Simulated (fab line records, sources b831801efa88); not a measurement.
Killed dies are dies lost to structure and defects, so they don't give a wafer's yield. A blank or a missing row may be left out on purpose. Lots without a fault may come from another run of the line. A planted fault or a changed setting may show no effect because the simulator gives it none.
Chamber matching | flow gf180mcu | GF_V4_CMP_26 on cmp-02: 4 sister chambers
The step polishes, stops on SiO2, t overpolish 15 s, target thk 0 nm. 4 wafers are shown with their chamber, then 7 later ones without.

WAFERS WITH THEIR CHAMBER
wafer  | chamber | motor_current_A (A)
L492.5 | 3       | 10.1
L493.3 | 2       | 9.9
L497.1 | 0       | 11.9
L497.4 | 1       | 10.2

WAFERS WITHOUT THEIR CHAMBER
wafer  | motor_current_A (A)
L497.5 | 10.7
L499.1 | 10.0
L499.4 | 11.3
L499.5 | 9.4
L498.3 | 11.0
L498.4 | 10.2
L498.5 | 10.7

WHICH CHAMBER EACH WENT THROUGH
wafer  | from the rows above               | in truth
L497.5 | can't be placed: 1 or 3 or 2 or 0 | 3
L499.1 | can't be placed: 2 or 3 or 1      | 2
L499.4 | can't be placed: 0 or 1 or 3 or 2 | 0
L499.5 | can't be placed: 2 or 3 or 1      | 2
L498.3 | can't be placed: 1 or 0 or 3 or 2 | 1
L498.4 | can't be placed: 1 or 3 or 2      | 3
L498.5 | can't be placed: 1 or 3 or 2 or 0 | 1
Placed correctly: 0 of 7. Can't be placed from these rows: 7 (the true chamber is among the candidates in 7). Placed wrongly: 0.
How it was worked out, from the rows above alone: a wafer's distance from a chamber is the root of the sum, over the readings, of the square of ((its reading less the chamber's mean) divided by the reading's scatter). The wafer belongs to the nearest chamber; if the next one is less than 2 further off, it can't be placed. A chamber's mean is the mean of its shown wafers. The scatter: with one shown wafer a chamber, the root of the mean of the squares of how far each hidden wafer lies from its nearest shown one.
